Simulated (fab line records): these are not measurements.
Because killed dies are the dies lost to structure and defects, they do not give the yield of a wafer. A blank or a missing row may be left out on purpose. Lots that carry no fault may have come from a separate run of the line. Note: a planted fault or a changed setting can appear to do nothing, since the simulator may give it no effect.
fab line records	flow gf180mcu
record: lots: 24	wafers: 72	last_day: 34
route steps=602 shown V1@356 M2@363 V2@396 V3@447
lots that met no fault: taken from a fault-free run of the same line
start_h: start of the lot's first displayed wafer, in hours after the record's first day	wait_h: hours from the lot's prior step to this one	" unchanged from the row above	L1.1+2: several wafers, shown together as one row	- no value present, or no start provided	* or withheld: withheld	< > ~ a bound
route shown NAME@n: NAME is a module with steps in the file, n the number in the route of the first one	usual: mean/standard deviation of fault-free wafers	same: alike in all rows	chamber/n: place in a boat	sites: readings site by site	_std_site: their standard deviation	_edge_site: mean of outer sites minus mean of inner sites	radius_mm: for every site, how far away it sits from the centre of the wafer	mask NAME#n: copy n	behind: the tool/chamber that last shaped the wafer	hold: why the lot was held/for how many hours/how that ended	device: the transistor (n, p or np) that didn't switch	end of line: tests of these same wafers at the route's end	for a step that has no rows: nothing shown but its recipe	killed: the dies lost at the first sort to structure and to defects; this is not the yield of the wafer	map: a wafer's dies, marking killed ones x, the rest . and places with no die _
set.NAME: the setting that was run; set.NAME@STEP: the one run at that earlier step	model.NAME: the simulator's own value behind a step, which no gauge read
one table for each step of the route and one row for each wafer, over a sample of lots
services: the hour from which a tool's chamber was out of use, counted from the record's first day as start_h (under 0 if before that day), plus the number of hours and why
== steps ==
step: GF_V1_SPUTTER_21
recipe: material: Ti	target_thk_nm: 15	chamber_pressure_pa: 5	power_w: 2500	substrate_temp_c: 200	time_s: 80.02
usual: throttle_valve_pct: 30.1/0.84
lot.wafer	tool	chamber	start_h	wait_h	throttle_valve_pct
L074.1	pvd_sputter-01	-	408.97	0.0	29.2
L074.5	"	-	"	"	29.9
L074.6	"	-	"	"	30.4
L075.4	pvd_sputter-01	-	419.75	0.0	30.1
L075.5	"	-	"	"	28.1
L075.6	"	-	"	"	30.6
L076.2	pvd_sputter-04	-	430.65	0.0	30.4
L076.3	"	-	"	"	30.7
L076.5	"	-	"	"	30.1
L077.1	pvd_sputter-03	-	443.40	0.0	28.9
L077.3	"	-	"	"	28.9
L077.5	"	-	"	"	30.1
L078.3	pvd_sputter-01	-	452.48	0.0	29.2
L078.5	"	-	"	"	28.2
L078.6	"	-	"	"	30.7
L079.2	pvd_sputter-03	-	458.30	0.0	30.0
L079.4	"	-	"	"	29.0
L079.6	"	-	"	"	29.9
L080.2	pvd_sputter-04	-	468.06	0.0	30.6
L080.5	"	-	"	"	30.8
L080.6	"	-	"	"	30.5
L081.2	pvd_sputter-03	-	477.69	0.0	28.7
L081.3	"	-	"	"	29.9
L081.6	"	-	"	"	30.2
L082.1	pvd_sputter-04	-	487.61	0.0	30.8
L082.2	"	-	"	"	30.3
L082.5	"	-	"	"	30.6
L083.2	pvd_sputter-04	-	494.85	0.0	30.6
L083.3	"	-	"	"	30.7
L083.6	"	-	"	"	31.1
L084.1	pvd_sputter-03	-	505.44	0.0	30.0
L084.2	"	-	"	"	30.2
L084.3	"	-	"	"	28.9
L085.3	pvd_sputter-04	-	516.89	0.0	30.9
L085.5	"	-	"	"	30.4
L085.6	"	-	"	"	30.5
L086.1	pvd_sputter-04	-	520.75	0.0	30.6
L086.2	"	-	"	"	30.7
L086.4	"	-	"	"	30.7
L087.2	pvd_sputter-04	-	527.32	0.0	30.1
L087.5	"	-	"	"	30.8
L087.6	"	-	"	"	30.8
L088.2	pvd_sputter-01	-	537.76	0.0	29.4
L088.3	"	-	"	"	30.1
L088.5	"	-	"	"	28.3
L089.1	pvd_sputter-03	-	546.27	0.0	28.7
L089.2	"	-	"	"	30.1
L089.3	"	-	"	"	30.0
L090.2	pvd_sputter-03	-	554.16	0.0	30.1
L090.4	"	-	"	"	28.5
L090.5	"	-	"	"	28.8
L091.3	pvd_sputter-04	-	562.56	0.0	30.7
L091.4	"	-	"	"	30.9
L091.6	"	-	"	"	30.9
L092.2	pvd_sputter-01	-	574.31	0.0	30.3
L092.4	"	-	"	"	29.5
L092.6	"	-	"	"	30.1
L093.2	pvd_sputter-01	-	575.34	0.0	30.4
L093.4	"	-	"	"	29.9
L093.5	"	-	"	"	30.4
L094.2	pvd_sputter-04	-	581.64	0.0	30.1
L094.5	"	-	"	"	30.9
L094.6	"	-	"	"	30.9
L095.1	pvd_sputter-04	-	591.36	0.0	30.5
L095.3	"	-	"	"	31.0
L095.6	"	-	"	"	30.8
L096.3	pvd_sputter-04	-	596.26	0.0	30.7
L096.4	"	-	"	"	30.6
L096.6	"	-	"	"	30.5
L097.1	pvd_sputter-04	-	604.10	0.0	31.0
L097.5	"	-	"	"	30.7
L097.6	"	-	"	"	30.7
step: GF_M2_SPUTTER_01
recipe: material: TiN	target_thk_nm: 30	power_w: 6500	time_s: 25	chamber_pressure_pa: 0.4
usual: throttle_valve_pct: 30.0/1
lot.wafer	tool	chamber	start_h	wait_h	throttle_valve_pct
L074.1	pvd_sputter-04	-	409.76	0.1	30.6
L074.5	"	-	"	"	30.7
L074.6	"	-	"	"	30.6
L075.4	pvd_sputter-04	-	420.55	0.1	30.9
L075.5	"	-	"	"	30.3
L075.6	"	-	"	"	30.4
L076.2	pvd_sputter-03	-	431.56	0.1	28.7
L076.3	"	-	"	"	30.3
L076.5	"	-	"	"	28.8
L077.1	pvd_sputter-04	-	444.88	0.1	30.9
L077.3	"	-	"	"	30.8
L077.5	"	-	"	"	30.3
L078.3	pvd_sputter-03	-	453.28	0.1	30.5
L078.5	"	-	"	"	30.1
L078.6	"	-	"	"	28.6
L079.2	pvd_sputter-02	-	459.09	0.1	32.3
L079.4	"	-	"	"	29.7
L079.6	"	-	"	"	27.5
L080.2	pvd_sputter-02	-	468.86	0.1	27.6
L080.5	"	-	"	"	29.3
L080.6	"	-	"	"	27.8
L081.2	pvd_sputter-02	-	478.49	0.1	31.9
L081.3	"	-	"	"	29.6
L081.6	"	-	"	"	27.6
L082.1	pvd_sputter-04	-	488.41	0.1	31.0
L082.2	"	-	"	"	30.2
L082.5	"	-	"	"	30.6
L083.2	pvd_sputter-03	-	495.65	0.1	28.7
L083.3	"	-	"	"	28.8
L083.6	"	-	"	"	30.3
L084.1	pvd_sputter-04	-	506.25	0.1	31.1
L084.2	"	-	"	"	30.7
L084.3	"	-	"	"	30.6
L085.3	pvd_sputter-03	-	517.70	0.1	28.7
L085.5	"	-	"	"	29.0
L085.6	"	-	"	"	30.5
L086.1	pvd_sputter-02	-	521.55	0.1	27.8
L086.2	"	-	"	"	29.6
L086.4	"	-	"	"	32.2
L087.2	pvd_sputter-03	-	528.11	0.1	30.3
L087.5	"	-	"	"	30.3
L087.6	"	-	"	"	28.8
L088.2	pvd_sputter-04	-	538.55	0.1	30.8
L088.3	"	-	"	"	30.2
L088.5	"	-	"	"	30.3
L089.1	pvd_sputter-03	-	547.06	0.1	30.1
L089.2	"	-	"	"	30.1
L089.3	"	-	"	"	29.0
L090.2	pvd_sputter-02	-	554.95	0.1	29.4
L090.4	"	-	"	"	29.5
L090.5	"	-	"	"	29.4
L091.3	pvd_sputter-04	-	563.35	0.1	30.5
L091.4	"	-	"	"	30.9
L091.6	"	-	"	"	30.8
L092.2	pvd_sputter-03	-	575.10	0.1	29.0
L092.4	"	-	"	"	30.4
L092.6	"	-	"	"	28.8
L093.2	pvd_sputter-04	-	576.13	0.1	30.5
L093.4	"	-	"	"	30.8
L093.5	"	-	"	"	30.2
L094.2	pvd_sputter-03	-	582.43	0.1	30.0
L094.5	"	-	"	"	30.2
L094.6	"	-	"	"	29.0
L095.1	pvd_sputter-02	-	592.15	0.1	29.5
L095.3	"	-	"	"	31.9
L095.6	"	-	"	"	29.0
L096.3	pvd_sputter-03	-	597.05	0.1	29.9
L096.4	"	-	"	"	30.3
L096.6	"	-	"	"	28.8
L097.1	pvd_sputter-04	-	604.89	0.1	30.5
L097.5	"	-	"	"	30.6
L097.6	"	-	"	"	30.5
step: GF_M2_THK_MEAS_06
recipe: thk_meas_gauge: xrf	reads: AlCu_of_M2_SPUTTER_02
usual: M2_ALCU_THK: 462/3.8
lot.wafer	tool	chamber	start_h	wait_h	M2_ALCU_THK[nm]
L074.1	film_metro-02	-	410.00	0.1	460
L074.5	"	-	"	"	460
L074.6	"	-	"	"	458
L075.4	film_metro-04	-	420.82	0.1	461
L075.5	"	-	"	"	466
L075.6	"	-	"	"	458
L076.2	film_metro-02	-	431.81	0.1	454
L076.3	"	-	"	"	456
L076.5	"	-	"	"	459
L077.1	film_metro-02	-	445.12	0.1	454
L077.3	"	-	"	"	460
L077.5	"	-	"	"	462
L078.3	film_metro-02	-	453.54	0.1	462
L078.5	"	-	"	"	455
L078.6	"	-	"	"	461
L079.2	film_metro-04	-	459.34	0.1	459
L079.4	"	-	"	"	458
L079.6	"	-	"	"	457
L080.2	film_metro-02	-	469.11	0.1	462
L080.5	"	-	"	"	459
L080.6	"	-	"	"	463
L081.2	film_metro-04	-	478.77	0.1	458
L081.3	"	-	"	"	462
L081.6	"	-	"	"	454
L082.1	film_metro-03	-	488.65	0.1	467
L082.2	"	-	"	"	464
L082.5	"	-	"	"	467
L083.2	film_metro-02	-	495.90	0.1	457
L083.3	"	-	"	"	464
L083.6	"	-	"	"	459
L084.1	film_metro-04	-	506.49	0.1	462
L084.2	"	-	"	"	463
L084.3	"	-	"	"	470
L085.3	film_metro-04	-	517.97	0.1	461
L085.5	"	-	"	"	459
L085.6	"	-	"	"	459
L086.1	film_metro-03	-	521.79	0.1	462
L086.2	"	-	"	"	461
L086.4	"	-	"	"	462
L087.2	film_metro-03	-	528.36	0.1	463
L087.5	"	-	"	"	471
L087.6	"	-	"	"	460
L088.2	film_metro-04	-	538.81	0.1	459
L088.3	"	-	"	"	455
L088.5	"	-	"	"	459
L089.1	film_metro-03	-	547.30	0.1	464
L089.2	"	-	"	"	467
L089.3	"	-	"	"	467
L090.2	film_metro-04	-	555.20	0.1	465
L090.4	"	-	"	"	464
L090.5	"	-	"	"	465
L091.3	film_metro-02	-	563.62	0.1	465
L091.4	"	-	"	"	464
L091.6	"	-	"	"	460
L092.2	film_metro-02	-	575.35	0.1	460
L092.4	"	-	"	"	463
L092.6	"	-	"	"	462
L093.2	film_metro-02	-	576.39	0.1	461
L093.4	"	-	"	"	466
L093.5	"	-	"	"	465
L094.2	film_metro-03	-	582.82	0.1	462
L094.5	"	-	"	"	467
L094.6	"	-	"	"	462
L095.1	film_metro-02	-	592.39	0.1	456
L095.3	"	-	"	"	457
L095.6	"	-	"	"	461
L096.3	film_metro-02	-	597.31	0.1	462
L096.4	"	-	"	"	463
L096.6	"	-	"	"	465
L097.1	film_metro-03	-	605.14	0.1	467
L097.5	"	-	"	"	466
L097.6	"	-	"	"	467
step: GF_V2_CD_MEAS_14
recipe: target_cd_nm: 260
usual: cd_nm: 259.8/1.1
lot.wafer	tool	chamber	start_h	wait_h	cd_nm
L074.1	cd_sem-01	-	459.50	0.1	262.1
L074.5	"	-	"	"	260.2
L074.6	"	-	"	"	260.4
L075.4	cd_sem-01	-	470.80	0.1	258.6
L075.5	"	-	"	"	258.3
L075.6	"	-	"	"	258.3
L076.2	cd_sem-02	-	481.02	0.1	259.4
L076.3	"	-	"	"	259.7
L076.5	"	-	"	"	259.4
L077.1	cd_sem-01	-	494.80	0.1	258.2
L077.3	"	-	"	"	259.8
L077.5	"	-	"	"	259.9
L078.3	cd_sem-01	-	503.28	0.1	259.5
L078.5	"	-	"	"	260.4
L078.6	"	-	"	"	258.4
L079.2	cd_sem-02	-	508.86	0.1	259.2
L079.4	"	-	"	"	259.2
L079.6	"	-	"	"	258.3
L080.2	cd_sem-02	-	517.82	0.1	260.6
L080.5	"	-	"	"	260.1
L080.6	"	-	"	"	259.8
L081.2	cd_sem-01	-	528.20	0.1	258.4
L081.3	"	-	"	"	259.6
L081.6	"	-	"	"	258.5
L082.1	cd_sem-02	-	536.73	0.1	258.9
L082.2	"	-	"	"	258.2
L082.5	"	-	"	"	259.0
L083.2	cd_sem-02	-	543.06	0.1	260.3
L083.3	"	-	"	"	259.4
L083.6	"	-	"	"	260.0
L084.1	cd_sem-01	-	554.28	0.1	261.1
L084.2	"	-	"	"	260.1
L084.3	"	-	"	"	261.0
L085.3	cd_sem-01	-	564.02	0.1	261.0
L085.5	"	-	"	"	260.7
L085.6	"	-	"	"	260.6
L086.1	cd_sem-02	-	567.75	0.1	259.5
L086.2	"	-	"	"	259.9
L086.4	"	-	"	"	259.6
L087.2	cd_sem-01	-	574.07	0.1	261.4
L087.5	"	-	"	"	261.8
L087.6	"	-	"	"	261.8
L088.2	cd_sem-01	-	584.42	0.1	259.7
L088.3	"	-	"	"	259.9
L088.5	"	-	"	"	260.6
L089.1	cd_sem-02	-	592.54	0.1	260.2
L089.2	"	-	"	"	260.3
L089.3	"	-	"	"	260.8
L090.2	cd_sem-01	-	599.60	0.1	258.9
L090.4	"	-	"	"	258.2
L090.5	"	-	"	"	260.0
L091.3	cd_sem-01	-	607.77	0.1	259.4
L091.4	"	-	"	"	258.3
L091.6	"	-	"	"	259.4
L093.2	cd_sem-02	-	619.70	0.1	259.4
L093.4	"	-	"	"	262.3
L093.5	"	-	"	"	260.0
L092.2	cd_sem-02	-	620.05	0.1	260.4
L092.4	"	-	"	"	261.4
L092.6	"	-	"	"	260.6
L094.2	cd_sem-01	-	626.57	0.1	259.8
L094.5	"	-	"	"	260.0
L094.6	"	-	"	"	259.7
L095.1	cd_sem-01	-	634.88	0.1	258.2
L095.3	"	-	"	"	258.4
L095.6	"	-	"	"	258.5
L096.3	cd_sem-02	-	639.12	0.1	258.3
L096.4	"	-	"	"	259.6
L096.6	"	-	"	"	259.0
L097.1	cd_sem-02	-	646.83	0.1	260.7
L097.5	"	-	"	"	260.5
L097.6	"	-	"	"	260.2
step: GF_V2_THK_MEAS_25
recipe: thk_meas_gauge: xrf	reads: W_of_V2_CVD_23
usual: V2_W_THK: 355/6.9
lot.wafer	tool	chamber	start_h	wait_h	V2_W_THK[nm]
L074.1	film_metro-02	-	460.65	0.1	353
L074.5	"	-	"	"	353
L074.6	"	-	"	"	348
L075.4	film_metro-01	-	471.95	0.1	359
L075.5	"	-	"	"	356
L075.6	"	-	"	"	358
L076.2	film_metro-04	-	482.19	0.1	352
L076.3	"	-	"	"	358
L076.5	"	-	"	"	352
L077.1	film_metro-04	-	496.06	0.1	356
L077.3	"	-	"	"	358
L077.5	"	-	"	"	354
L078.3	film_metro-04	-	504.42	0.1	343
L078.5	"	-	"	"	345
L078.6	"	-	"	"	342
L079.2	film_metro-04	-	510.01	0.1	349
L079.4	"	-	"	"	346
L079.6	"	-	"	"	353
L080.2	film_metro-04	-	519.00	0.1	355
L080.5	"	-	"	"	346
L080.6	"	-	"	"	348
L081.2	film_metro-01	-	529.35	0.1	358
L081.3	"	-	"	"	355
L081.6	"	-	"	"	360
L082.1	film_metro-02	-	537.89	0.1	349
L082.2	"	-	"	"	355
L082.5	"	-	"	"	354
L083.2	film_metro-04	-	544.20	0.1	354
L083.3	"	-	"	"	349
L083.6	"	-	"	"	352
L084.1	film_metro-04	-	555.79	0.1	357
L084.2	"	-	"	"	351
L084.3	"	-	"	"	353
L085.3	film_metro-01	-	565.16	0.1	366
L085.5	"	-	"	"	368
L085.6	"	-	"	"	364
L086.1	film_metro-01	-	568.90	0.1	362
L086.2	"	-	"	"	362
L086.4	"	-	"	"	361
L087.2	film_metro-04	-	575.38	0.1	346
L087.5	"	-	"	"	347
L087.6	"	-	"	"	343
L088.2	film_metro-01	-	585.59	0.1	372
L088.3	"	-	"	"	368
L088.5	"	-	"	"	369
L089.1	film_metro-04	-	593.69	0.1	354
L089.2	"	-	"	"	353
L089.3	"	-	"	"	351
L090.2	film_metro-04	-	600.74	0.1	358
L090.4	"	-	"	"	357
L090.5	"	-	"	"	359
L091.3	film_metro-04	-	608.94	0.1	357
L091.4	"	-	"	"	359
L091.6	"	-	"	"	355
L093.2	film_metro-01	-	620.85	0.1	356
L093.4	"	-	"	"	357
L093.5	"	-	"	"	357
L092.2	film_metro-01	-	621.32	0.1	351
L092.4	"	-	"	"	360
L092.6	"	-	"	"	359
L094.2	film_metro-04	-	627.82	0.1	353
L094.5	"	-	"	"	353
L094.6	"	-	"	"	350
L095.1	film_metro-04	-	636.07	0.1	350
L095.3	"	-	"	"	348
L095.6	"	-	"	"	342
L096.3	film_metro-04	-	640.27	0.1	340
L096.4	"	-	"	"	343
L096.6	"	-	"	"	341
L097.1	film_metro-01	-	648.36	0.1	360
L097.5	"	-	"	"	364
L097.6	"	-	"	"	360
step: GF_V3_STRIP_18
recipe: chemistry: O2/N2	power_w: 1400	pressure_mtorr: 1500	platen_temp_c: 250	o2_flow_sccm: 3000	n2_flow_sccm: 300	overash_fraction: 0.5
usual: drypump_motor_current_A: 5.9/0.42	heater_power_w: 340/35	oes_product_au: 0.593/0.0048
lot.wafer	tool	chamber	start_h	wait_h	drypump_motor_current_A	heater_power_w	oes_product_au	rf_hours_counter_h
L074.1	plasma_asher-04	1	511.03	-	6.0	405	0.600	88
L074.5	"	0	"	"	5.9	336	0.600	-
L074.6	"	1	"	"	6.0	411	0.598	-
L075.4	plasma_asher-01	0	522.26	-	6.7	318	0.596	-
L075.5	"	0	"	"	6.6	319	0.589	-
L075.6	"	1	"	"	5.8	362	0.606	-
L076.2	plasma_asher-01	1	530.98	-	5.8	359	0.596	40
L076.3	"	1	"	"	5.8	359	0.602	-
L076.5	"	1	"	"	5.7	350	0.590	-
L077.1	plasma_asher-04	1	545.22	-	6.0	398	0.586	92
L077.3	"	0	"	"	5.9	342	0.597	-
L077.5	"	0	"	"	5.9	351	0.590	-
L078.3	plasma_asher-03	1	552.40	-	5.2	284	0.605	-
L078.5	"	0	"	"	6.0	348	0.595	-
L078.6	"	1	"	"	5.3	292	0.591	-
L079.2	plasma_asher-03	0	557.47	-	6.0	340	0.591	15
L079.4	"	0	"	"	5.9	356	0.602	-
L079.6	"	1	"	"	5.3	288	0.596	-
L080.2	plasma_asher-03	1	566.01	-	5.2	288	0.590	16
L080.5	"	0	"	"	6.0	356	0.597	-
L080.6	"	1	"	"	5.3	289	0.593	-
L081.2	plasma_asher-03	1	575.88	-	5.2	288	0.602	17
L081.3	"	1	"	"	5.2	292	0.594	-
L081.6	"	0	"	"	6.0	351	0.590	-
L082.1	plasma_asher-03	0	584.12	-	5.9	350	0.592	18
L082.2	"	1	"	"	5.2	288	0.592	18
L082.5	"	0	"	"	5.9	348	0.594	-
L083.2	plasma_asher-04	1	589.88	-	5.9	397	0.597	96
L083.3	"	1	"	"	6.0	407	0.595	-
L083.6	"	1	"	"	5.9	394	0.590	-
L084.1	plasma_asher-01	0	601.23	-	6.7	321	0.598	47
L084.2	"	1	"	"	5.8	358	0.594	47
L084.3	"	1	"	"	5.8	352	0.600	-
L085.3	plasma_asher-03	1	610.32	-	5.3	296	0.596	-
L085.5	"	1	"	"	5.3	283	0.592	-
L085.6	"	0	"	"	6.0	350	0.592	-
L086.1	plasma_asher-03	0	613.72	-	6.0	346	0.594	21
L086.2	"	1	"	"	5.2	283	0.591	21
L086.4	"	1	"	"	5.2	289	0.591	-
L087.2	plasma_asher-04	1	619.78	-	6.0	403	0.591	99
L087.5	"	0	"	"	5.9	339	0.592	-
L087.6	"	1	"	"	6.0	396	0.594	-
L088.2	plasma_asher-03	1	629.18	-	5.2	290	0.597	23
L088.3	"	1	"	"	5.2	291	0.591	-
L088.5	"	1	"	"	5.2	279	0.592	-
L089.1	plasma_asher-03	1	636.58	-	5.3	291	0.589	24
L089.2	"	0	"	"	5.9	350	0.592	24
L089.3	"	1	"	"	5.2	284	0.594	-
L090.2	plasma_asher-04	1	643.88	-	6.0	411	0.591	102
L090.4	"	0	"	"	5.9	344	0.586	-
L090.5	"	0	"	"	5.9	339	0.594	-
L091.3	plasma_asher-01	0	651.82	-	6.7	317	0.592	-
L091.4	"	1	"	"	5.8	349	0.595	-
L091.6	"	1	"	"	5.8	352	0.588	-
L093.2	plasma_asher-01	0	663.57	-	6.6	319	0.598	53
L093.4	"	1	"	"	5.8	350	0.595	-
L093.5	"	1	"	"	5.8	355	0.591	-
L092.2	plasma_asher-01	0	664.03	-	6.6	316	0.588	53
L092.4	"	1	"	"	5.8	357	0.600	-
L092.6	"	0	"	"	6.7	315	0.594	-
L094.2	plasma_asher-04	1	668.63	-	5.9	404	0.596	105
L094.5	"	0	"	"	5.9	339	0.593	-
L094.6	"	1	"	"	6.0	395	0.599	-
L095.1	plasma_asher-04	0	677.17	-	5.9	344	0.586	105
L095.3	"	1	"	"	6.0	401	0.587	-
L095.6	"	0	"	"	5.9	338	0.585	-
L096.3	plasma_asher-01	0	681.90	-	6.6	319	0.592	-
L096.4	"	1	"	"	5.8	363	0.597	-
L096.6	"	0	"	"	6.6	322	0.592	-
L097.1	plasma_asher-03	0	689.28	-	6.0	350	0.591	29
L097.5	"	1	"	"	5.2	285	0.591	-
L097.6	"	0	"	"	5.9	352	0.587	-
== services ==
tool	chamber	start_h	hours	kind
plasma_asher-01	-	392.63	1.1	repair
plasma_asher-03	-	421.25	9.0	pm
pvd_sputter-03	0	431.68	-	consumable_replace:kit
pvd_sputter-03	0	431.68	18.0	scheduled_down
pvd_sputter-02	-	448.27	5.3	repair
plasma_asher-01	-	472.99	31.4	repair
plasma_asher-03	-	480.41	0.7	repair
pvd_sputter-01	-	481.81	53.1	repair
pvd_sputter-02	-	495.62	2.7	repair
pvd_sputter-04	-	497.01	1.5	repair
pvd_sputter-01	-	548.92	3.1	repair
plasma_asher-01	-	550.01	0.9	repair
plasma_asher-03	-	575.02	0.7	repair
plasma_asher-01	-	617.44	0.4	repair
pvd_sputter-02	-	626.83	23.9	repair
pvd_sputter-01	-	626.92	1.7	repair
pvd_sputter-02	-	639.47	1.6	repair
pvd_sputter-01	-	641.67	7.1	repair
pvd_sputter-04	0	646.70	-	consumable_replace:kit
pvd_sputter-04	0	646.70	18.0	scheduled_down
pvd_sputter-04	0	646.70	18.0	vent_cycle
plasma_asher-03	-	658.29	1.5	repair
pvd_sputter-01	-	661.51	2.3	repair
plasma_asher-03	-	662.98	4.9	repair
== key ==
fault none
